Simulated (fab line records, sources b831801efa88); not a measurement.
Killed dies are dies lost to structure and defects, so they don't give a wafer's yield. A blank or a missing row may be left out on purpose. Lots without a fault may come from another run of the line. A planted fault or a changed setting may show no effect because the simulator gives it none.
fab line records | flow sky130
record lots=6 wafers=18 last_day=49
route steps=708 shown VT_ADJUST_LVTN@116 VT_ADJUST_NCORE@119 VT_ADJUST_HVTR@131 PAD_OPEN@708
lots that met no fault: from a run of the same line without faults
start_h: hours from the record's first day to the start of the lot's first wafer shown | wait_h: hours since the lot's step before | " the same as in the row above | L1.1+2: a row that stands for several wafers | - no value, or no start given | * or withheld: withheld | < > ~ a bound
route shown NAME@n: a module of which the file shows steps, and the number in the route of the first | usual: mean/standard deviation of fault-free wafers | same: alike in all rows | chamber/n: place in a boat | sites: the reading at each site | _std_site: their standard deviation | _edge_site: outer sites' mean less inner sites' | radius_mm: how far each site lies from the wafer's centre | mask NAME#n: copy n | behind: the tool/chamber that last shaped the wafer | hold: why the lot was held/for how many hours/how that ended | device: the transistor (n, p or np) that didn't switch | end of line: the same wafers' tests at the end of the route | a step without rows: its recipe alone | killed: dies lost to structure and defects at the first sort, not the wafer's yield | map: a wafer's dies, x killed, . not, _ none there
set.NAME: the setting as run; set.NAME@STEP: as run at that earlier step | model.NAME: the simulator's own value behind a step, which no gauge read
lots at some steps of the route; a table a step, a row a wafer
services: from which hour (start_h, from the record's first day; less than 0 if before it) a tool's chamber was out of use, for how many hours, and why
## steps
# step SKY_VT_ADJUST_LVTN_IMPLANT_19
# recipe species=B energy_kev=30 dose_cm2=6.5e+11 tilt_deg=withheld
# step SKY_VT_ADJUST_LVTN_STRIP_20
# recipe chemistry=O2/N2 power_w=1400 pressure_mtorr=1500 platen_temp_c=withheld o2_flow_sccm=3000 n2_flow_sccm=300 overash_fraction=0.5
# usual drypump_motor_current_A=5.6/0.48 o2_flow_sccm=3000/8.3 oes_product_au=0.716/0.0046 strip_time_to_endpoint_s=14.18/0.039
# columns lot.wafer tool chamber start_h wait_h drypump_motor_current_A o2_flow_sccm oes_product_au rf_hours_counter_h strip_time_to_endpoint_s
L374.1 plasma_asher-02 1 158.37 0.1 5.4 2997 0.713 48 14.20
L374.5 " 1 " " 5.4 2991 0.715 - 14.22
L374.6 " 0 " " 5.7 3007 0.710 - 14.23
L386.2 plasma_asher-04 1 247.80 0.1 5.0 3000 0.719 57 14.22
L386.5 " 1 " " 5.0 2984 0.720 - 14.24
L386.6 " 0 " " 6.3 3013 0.716 - 14.20
L387.3 plasma_asher-01 0 268.56 0.1 5.3 2987 0.715 - 14.16
L387.4 " 1 " " 5.7 3008 0.718 - 14.09
L387.6 " 1 " " 5.7 2998 0.717 - 14.17
L390.2 plasma_asher-04 1 281.40 0.1 4.9 2997 0.709 60 14.22
L390.5 " 0 " " 6.2 3005 0.724 - 14.19
L390.6 " 1 " " 5.0 2993 0.724 - 14.18
L391.1 plasma_asher-02 0 287.70 0.1 5.7 2997 0.710 61 14.18
L391.3 " 1 " " 5.4 3003 0.709 - 14.21
L391.4 " 0 " " 5.7 3000 0.709 - 14.19
L392.1 plasma_asher-01 1 289.42 0.1 5.7 3019 0.716 16 14.20
L392.2 " 0 " " 5.3 3012 0.715 16 14.19
L392.3 " 1 " " 5.7 2999 0.715 - 14.20
# step SKY_VT_ADJUST_LVTN_TW_MEAS_21
# usual VT_ADJUST_LVTN_2_TW=187.1/1.5
# columns lot.wafer tool chamber start_h wait_h VT_ADJUST_LVTN_2_TW
L374.1 film_metro-03 - 158.47 0.1 188.8
L374.5 " - " " 188.3
L374.6 " - " " 188.6
L386.2 film_metro-04 - 247.91 0.1 189.4
L386.5 " - " " 188.9
L386.6 " - " " 187.3
L387.3 film_metro-03 - 268.64 0.1 189.6
L387.4 " - " " 189.8
L387.6 " - " " 190.4
L390.2 film_metro-02 - 281.51 0.1 186.6
L390.5 " - " " 186.4
L390.6 " - " " 186.5
L391.1 film_metro-02 - 287.80 0.1 186.7
L391.3 " - " " 185.8
L391.4 " - " " 186.9
L392.1 film_metro-02 - 289.52 0.1 185.8
L392.2 " - " " 186.7
L392.3 " - " " 185.0
# step SKY_VT_ADJUST_NCORE_DEHYDRATE_00
# recipe temp_c=200 time_s=60
# step SKY_VT_ADJUST_NCORE_HMDS_01
# recipe prime_time_s=60 prime_temp_c=120
# step SKY_VT_ADJUST_NCORE_COAT_02
# recipe resist=NOVOLAK spin_rpm=3000 resist_thk_nm=1140
# step SKY_VT_ADJUST_NCORE_SOFTBAKE_03
# recipe temp_c=90 time_s=60 resist=NOVOLAK
# step SKY_VT_ADJUST_NCORE_EXPOSE_04
# recipe mask_id=LVTN_COMPLEMENT_THIN na=0.6 source_shape=conventional sigma_outer=0.6 polarization=unpolarized target_cd_nm=380 dose_mj=139
# step SKY_VT_ADJUST_NCORE_PEB_05
# recipe temp_c=withheld time_s=* resist=NOVOLAK
# step SKY_VT_ADJUST_NCORE_DEVELOP_06
# recipe resist=NOVOLAK developer=TMAH develop_time_s=60 dev_temp_c=23
# step SKY_VT_ADJUST_NCORE_CD_MEAS_07
# recipe target_cd_nm=380
# usual cd_nm=379.9/2.7
# columns lot.wafer tool chamber start_h wait_h cd_nm
L374.1 cd_sem-01 - 178.55 0.1 382.2
L374.5 " - " " 380.3
L374.6 " - " " 382.9
L386.2 cd_sem-02 - 271.44 0.1 384.5
L386.5 " - " " 383.0
L386.6 " - " " 381.9
L387.3 cd_sem-02 - 292.96 0.1 380.8
L387.4 " - " " 379.6
L387.6 " - " " 382.1
L390.2 cd_sem-01 - 305.82 0.1 381.7
L390.5 " - " " 379.8
L390.6 " - " " 380.0
L391.1 cd_sem-02 - 312.95 0.1 379.5
L391.3 " - " " 379.6
L391.4 " - " " 377.6
L392.1 cd_sem-02 - 314.12 0.1 379.9
L392.2 " - " " 376.6
L392.3 " - " " 379.5
# step SKY_VT_ADJUST_NCORE_OVL_MEAS_08
# usual VT_ADJUST_NCORE_OVL=0.3/1.3
# columns lot.wafer tool chamber start_h wait_h VT_ADJUST_NCORE_OVL[nm]
L374.1 overlay-02 - 178.67 0.1 0.3
L374.5 " - " " 0.1
L374.6 " - " " 1.9
L386.2 overlay-02 - 271.54 0.1 -0.4
L386.5 " - " " 1.3
L386.6 " - " " -0.5
L387.3 overlay-01 - 293.05 0.1 -2.3
L387.4 " - " " -3.1
L387.6 " - " " -2.0
L390.2 overlay-01 - 305.92 0.1 3.6
L390.5 " - " " 3.8
L390.6 " - " " 1.5
L391.1 overlay-01 - 313.07 0.1 0.4
L391.3 " - " " -0.1
L391.4 " - " " -0.3
L392.1 overlay-02 - 314.24 0.1 2.9
L392.2 " - " " 0.3
L392.3 " - " " -0.9
# step SKY_VT_ADJUST_NCORE_IMPLANT_09
# recipe species=B energy_kev=10 dose_cm2=2.4e+12 tilt_deg=withheld
# usual dose_ions_cm2=2.3996e+12/2.4e+09 faraday_current_uA=13.56/0.27
# columns lot.wafer tool chamber start_h wait_h dose_ions_cm2 faraday_current_uA
L374.1 implanter-01 0 178.71 0.0 2.4009e+12 13.35
L374.5 " 0 " " 2.4037e+12 13.56
L374.6 " 0 " " 2.4013e+12 13.74
L386.2 implanter-01 0 271.60 0.0 1.3881e+12 7.89
L386.5 " 0 " " 1.3919e+12 7.79
L386.6 " 0 " " 1.3877e+12 7.85
L387.3 implanter-01 0 293.12 0.1 1.3803e+12 7.85
L387.4 " 0 " " 1.3789e+12 7.91
L387.6 " 0 " " 1.3795e+12 7.68
L390.2 implanter-02 0 305.98 0.0 2.4032e+12 13.52
L390.5 " 0 " " 2.3953e+12 13.77
L390.6 " 0 " " 2.3999e+12 13.53
L391.1 implanter-03 0 313.10 0.0 2.3998e+12 13.26
L391.3 " 0 " " 2.3964e+12 12.88
L391.4 " 0 " " 2.4007e+12 13.57
L392.1 implanter-03 0 314.27 0.0 2.4003e+12 13.65
L392.2 " 0 " " 2.3976e+12 13.67
L392.3 " 0 " " 2.3986e+12 13.51
# step SKY_VT_ADJUST_NCORE_STRIP_10
# recipe chemistry=O2/N2 power_w=1400 pressure_mtorr=1500 platen_temp_c=withheld o2_flow_sccm=3000 n2_flow_sccm=300 overash_fraction=0.5
# usual drypump_motor_current_A=5.4/0.45 o2_flow_sccm=3000/9.8 oes_product_au=0.715/0.0046 strip_time_to_endpoint_s=14.18/0.042
# columns lot.wafer tool chamber start_h wait_h drypump_motor_current_A o2_flow_sccm oes_product_au rf_hours_counter_h strip_time_to_endpoint_s
L374.1 plasma_asher-03 1 178.86 0.1 5.4 2998 0.716 36 14.21
L374.5 " 1 " " 5.4 3004 0.707 - 14.15
L374.6 " 0 " " 5.0 3011 0.715 - 14.21
L386.2 plasma_asher-01 0 271.72 0.1 5.3 3012 0.717 14 14.18
L386.5 " 0 " " 5.4 3011 0.711 - 14.12
L386.6 " 1 " " 5.7 2992 0.726 - 14.15
L387.3 plasma_asher-04 1 293.26 0.1 5.0 3005 0.709 - 14.19
L387.4 " 0 " " 6.2 3001 0.719 - 14.18
L387.6 " 0 " " 6.3 2995 0.716 - 14.16
L390.2 plasma_asher-03 0 306.10 0.1 5.0 3016 0.714 49 14.21
L390.5 " 1 " " 5.4 2992 0.719 - 14.19
L390.6 " 0 " " 5.0 3001 0.718 - 14.22
L391.1 plasma_asher-03 1 313.25 0.1 5.3 2984 0.711 49 14.19
L391.3 " 1 " " 5.4 2994 0.702 - 14.18
L391.4 " 0 " " 5.0 3001 0.720 - 14.20
L392.1 plasma_asher-04 0 314.42 0.1 6.2 2994 0.717 64 14.16
L392.2 " 1 " " 4.9 2998 0.715 64 14.16
L392.3 " 1 " " 5.0 2993 0.716 - 14.16
# step SKY_VT_ADJUST_NCORE_TW_MEAS_11
# usual VT_ADJUST_NCORE_TW=218.9/1.7
# columns lot.wafer tool chamber start_h wait_h VT_ADJUST_NCORE_TW
L374.1 film_metro-03 - 178.96 0.1 220.8
L374.5 " - " " 220.5
L374.6 " - " " 220.6
L386.2 film_metro-01 - 271.83 0.1 187.8
L386.5 " - " " 188.0
L386.6 " - " " 189.8
L387.3 film_metro-03 - 293.34 0.1 187.7
L387.4 " - " " 187.6
L387.6 " - " " 188.3
L390.2 film_metro-02 - 306.21 0.1 217.2
L390.5 " - " " 216.3
L390.6 " - " " 215.8
L391.1 film_metro-03 - 313.35 0.1 218.8
L391.3 " - " " 218.7
L391.4 " - " " 218.6
L392.1 film_metro-03 - 314.52 0.1 218.7
L392.2 " - " " 219.4
L392.3 " - " " 218.8
# step SKY_VT_ADJUST_HVTR_DEHYDRATE_00
# recipe temp_c=200 time_s=60
# step SKY_PAD_OPEN_PROBE_99
# usual killed_at_M0_to_M3=44/6.4 killed_at_M4_up=3.6/2.1 killed_at_contacts=23/5.1 killed_at_front_end=15/4.3 killed_at_other=0.3/0.56 killed_dies=86/9 killed_open=47/6.4 killed_short=39/5.8
# same gross_dies=492 killed_at_back_side=0
# columns lot.wafer tool chamber start_h wait_h killed_at_M0_to_M3 killed_at_M4_up killed_at_contacts killed_at_front_end killed_at_other killed_dies killed_open killed_short model.etest.nfet_16v.r_on_ohm_um model.etest.pfet_16v.r_on_ohm_um model.etest.pfet_g5v0d10v5.r_on_ohm_um model.etest.tip_p.rs_ohm_sq model.etest.pfet_01v8.r_on_ohm_um model.etest.res_pwell_under_gate.rs_ohm_sq model.etest.nfet_g5v0d10v5.r_on_ohm_um model.etest.tip_p_5v.rs_ohm_sq
L374.1 prober-01 - 1065.65 0.1 40 3 20 17 1 81 44 37 1.417e+04 1.552e+04 4882 7000 2908 2296 1898 2882
L374.5 prober-01 - 1065.85 0.2 31 3 19 10 1 64 35 29 1.388e+04 1.527e+04 4750 6969 2841 2307 1854 2880
L374.6 prober-01 - 1065.90 0.2 29 3 29 15 0 76 46 30 1.397e+04 1.549e+04 4770 6988 2874 2269 1890 2863
L386.2 prober-02 - 1140.88 0.1 41 3 20 10 0 74 37 37 - - - - - - - -
L386.5 prober-02 - 1141.03 0.2 39 2 37 12 1 91 54 37 - - - - - - - -
L386.6 prober-02 - 1141.08 0.2 34 11 26 15 0 86 44 42 - - - - - - - -
L387.3 prober-01 - 1156.92 0.2 36 2 20 18 1 77 49 28 1.237e+04 1.619e+04 5200 7228 3123 2448 1763 2933
L387.4 prober-01 - 1156.97 0.2 40 6 23 23 0 92 56 36 1.231e+04 1.648e+04 5214 7195 3134 2425 1767 2953
L387.6 prober-01 - 1157.07 0.2 37 1 28 12 1 79 46 32 1.24e+04 1.609e+04 5313 7241 3074 2436 1766 2966
L390.2 prober-01 - 1168.45 0.1 44 3 25 21 1 94 47 47 1.444e+04 1.576e+04 4756 6937 2864 2280 1882 2837
L390.5 prober-01 - 1168.60 0.2 51 1 24 16 0 92 44 48 1.406e+04 1.479e+04 4683 6893 2853 2269 1853 2809
L390.6 prober-01 - 1168.65 0.2 45 9 23 14 0 91 48 42 1.414e+04 1.568e+04 4724 6931 2891 2285 1861 2820
L391.1 prober-01 - 1175.56 0.1 53 4 26 14 2 99 52 47 1.391e+04 1.502e+04 4624 6732 2795 2285 1838 2827
L391.3 prober-01 - 1175.66 0.2 43 5 37 9 1 95 49 46 1.396e+04 1.476e+04 4713 6731 2801 2275 1861 2814
L391.4 prober-01 - 1175.71 0.2 46 4 18 11 0 79 46 33 1.396e+04 1.528e+04 4702 6790 2810 2283 1875 2817
L392.1 prober-02 - 1175.93 0.1 57 6 13 15 0 91 44 47 1.386e+04 1.515e+04 4804 6822 2853 2282 1888 2913
L392.2 prober-02 - 1175.98 0.1 42 1 21 18 0 82 44 38 1.394e+04 1.543e+04 4875 6796 2885 2284 1909 2925
L392.3 prober-02 - 1176.03 0.2 46 3 15 5 0 69 36 33 1.386e+04 1.503e+04 4770 6837 2806 2273 1885 2923
# killed by level:class
L374.1 VIA1:geometric_particle:open=11 LI_CONTACT:geometric_particle:open=7 POLY_GATE:geometric_particle:short=6 CONTACT:geometric_particle:open=5 VIA1:geometric_particle:short=5 FIELD_ISO:geometric_particle:open=4 METAL1:geometric_particle:short=4 VIA3:geometric_particle:open=4
L374.5 LI_CONTACT:geometric_particle:open=6 CONTACT:geometric_particle:open=6 VIA1:geometric_particle:short=6 VIA1:geometric_particle:open=5 VIA2:geometric_particle:open=5 VIA3:geometric_particle:open=5 LOCAL_INTERCONNECT:geometric_particle:short=4 POLY_GATE:geometric_particle:short=4
L374.6 CONTACT:geometric_particle:open=13 VIA1:geometric_particle:open=10 LI_CONTACT:geometric_particle:open=7 POLY_GATE:geometric_particle:open=4 LOCAL_INTERCONNECT:geometric_particle:short=4 CONTACT:geometric_particle:short=4 METAL1:geometric_particle:short=4 VIA2:geometric_particle:open=4
L386.2 CONTACT:geometric_particle:open=10 METAL1:geometric_particle:short=8 VIA1:geometric_particle:open=6 VIA3:geometric_particle:open=6 VIA2:geometric_particle:open=5 POLY_GATE:geometric_particle:open=4 LI_CONTACT:geometric_particle:open=4 METAL3:geometric_particle:short=4
L386.5 CONTACT:geometric_particle:open=15 LI_CONTACT:geometric_particle:open=11 VIA1:geometric_particle:open=8 CONTACT:geometric_particle:short=7 METAL2:geometric_particle:short=6 VIA2:geometric_particle:open=5 METAL3:geometric_particle:short=5 POLY_GATE:geometric_particle:short=4
L386.6 LI_CONTACT:geometric_particle:open=11 VIA1:geometric_particle:open=9 METAL4:geometric_particle:short=9 POLY_GATE:geometric_particle:open=6 METAL2:geometric_particle:short=6 CONTACT:geometric_particle:short=5 VIA2:geometric_particle:open=5 VIA3:geometric_particle:open=4
L387.3 VIA1:geometric_particle:open=9 VIA2:geometric_particle:open=9 LI_CONTACT:geometric_particle:open=6 POLY_GATE:geometric_particle:short=5 VIA3:geometric_particle:open=5 FIELD_ISO:geometric_particle:open=4 CONTACT:geometric_particle:open=4 LOCAL_INTERCONNECT:geometric_particle:open=4
L387.4 VIA1:geometric_particle:open=14 LI_CONTACT:geometric_particle:open=8 CONTACT:geometric_particle:open=8 VIA2:geometric_particle:open=7 FIELD_ISO:geometric_particle:open=6 POLY_GATE:geometric_particle:short=5 VIA3:geometric_particle:open=5 METAL4:geometric_particle:short=4
L387.6 LI_CONTACT:geometric_particle:open=13 CONTACT:geometric_particle:open=6 VIA1:geometric_particle:open=6 METAL2:geometric_particle:short=6 VIA3:geometric_particle:open=6 FIELD_ISO:geometric_particle:open=4 LOCAL_INTERCONNECT:geometric_particle:short=4 VIA1:geometric_particle:short=4
L390.2 VIA1:geometric_particle:open=12 CONTACT:geometric_particle:open=8 FIELD_ISO:geometric_particle:short=6 LI_CONTACT:geometric_particle:open=6 LOCAL_INTERCONNECT:geometric_particle:short=6 METAL2:geometric_particle:short=6 VIA2:geometric_particle:open=6 POLY_GATE:geometric_particle:short=5
L390.5 VIA1:geometric_particle:open=12 CONTACT:geometric_particle:open=11 VIA1:geometric_particle:short=7 VIA3:geometric_particle:open=7 FIELD_ISO:geometric_particle:short=6 METAL2:geometric_particle:short=6 CONTACT:geometric_particle:short=5 VIA2:geometric_particle:open=5
L390.6 CONTACT:geometric_particle:open=10 VIA3:geometric_particle:open=9 METAL2:geometric_particle:short=8 METAL4:geometric_particle:short=7 FIELD_ISO:geometric_particle:open=6 VIA2:geometric_particle:open=5 LI_CONTACT:geometric_particle:open=4 CONTACT:geometric_particle:short=4
L391.1 VIA1:geometric_particle:open=11 CONTACT:geometric_particle:open=11 METAL2:geometric_particle:short=10 VIA2:geometric_particle:open=9 VIA2:geometric_particle:short=7 LOCAL_INTERCONNECT:geometric_particle:short=5 VIA1:geometric_particle:short=5 LI_CONTACT:geometric_particle:open=4
L391.3 CONTACT:geometric_particle:open=12 LI_CONTACT:geometric_particle:open=11 VIA2:geometric_particle:open=6 LOCAL_INTERCONNECT:geometric_particle:short=6 VIA1:geometric_particle:open=6 LI_CONTACT:geometric_particle:short=5 VIA2:geometric_particle:short=5 VIA3:geometric_particle:short=5
L391.4 VIA1:geometric_particle:open=10 VIA2:geometric_particle:open=10 METAL2:geometric_particle:short=6 FIELD_ISO:geometric_particle:open=5 CONTACT:geometric_particle:open=5 LI_CONTACT:geometric_particle:open=4 LOCAL_INTERCONNECT:geometric_particle:short=4 CONTACT:geometric_particle:short=4
L392.1 VIA1:geometric_particle:open=17 VIA1:geometric_particle:short=10 CONTACT:geometric_particle:open=7 METAL2:geometric_particle:short=7 VIA3:geometric_particle:open=6 METAL4:geometric_particle:short=6 FIELD_ISO:geometric_particle:open=4 POLY_GATE:geometric_particle:short=4
L392.2 METAL1:geometric_particle:short=10 CONTACT:geometric_particle:open=10 VIA1:geometric_particle:open=8 POLY_GATE:geometric_particle:short=5 VIA1:geometric_particle:short=5 POLY_GATE:geometric_particle:open=4 LI_CONTACT:geometric_particle:open=4 CONTACT:geometric_particle:short=4
L392.3 VIA1:geometric_particle:open=13 METAL1:geometric_particle:short=7 METAL2:geometric_particle:short=6 CONTACT:geometric_particle:open=6 VIA2:geometric_particle:open=6 LI_CONTACT:geometric_particle:open=5 VIA1:geometric_particle:short=4 VIA2:geometric_particle:short=4
## services
# columns tool chamber start_h hours kind
implanter-02 - 155.03 6.3 pm
implanter-03 - 161.29 1.5 repair
implanter-02 - 168.25 2.6 repair
implanter-03 - 186.30 5.0 repair
implanter-01 - 206.75 9.3 repair
plasma_asher-02 - 229.67 0.4 repair
plasma_asher-01 - 239.68 2.9 repair
implanter-03 - 255.68 1.7 repair
implanter-03 - 274.59 0.8 repair
plasma_asher-02 - 275.73 4.3 pm
plasma_asher-02 - 280.06 2.8 pm
implanter-01 - 289.88 0.6 repair
plasma_asher-01 - 311.28 14.6 pm
## key
first_sign step=SKY_VT_ADJUST_NCORE_IMPLANT_09 reading=dose_ions_cm2 direction=down sigmas=99+ usual=* struck=*
effect step=SKY_VT_ADJUST_NCORE_IMPLANT_09 reading=faraday_current_uA direction=down sigmas=21 usual=13.56 struck=7.83
effect step=SKY_VT_ADJUST_NCORE_TW_MEAS_11 reading=VT_ADJUST_NCORE_TW direction=down sigmas=18 usual=218.9 struck=188.2
model_effect step=SKY_PAD_OPEN_PROBE_99 value=etest.nfet_16v.r_on_ohm_um without=1.415e+04 struck=1.236e+04
met_at SKY_VT_ADJUST_NCORE_IMPLANT_09
struck_wafers L386.2,L386.5,L386.6,L387.3,L387.4,L387.6
tester_left_out L386,L387
onset_between 178.71 271.60
fault kind=process_parameter_drift tool=implanter-01 chamber=- onset_h=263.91 steps=SKY_VT_ADJUST_NCORE_IMPLANT_09 channel=dose_cm2 offset=* shape=step end_h=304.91 acts_in=* stated=*
# tester_left_out: of these lots the tester's yield and bins aren't shown, on N5 and GAA mostly nor the transistor test; their killed dies are dies lost to structure and defects alone, not to doping, threshold or leakage, so they don't give the yield
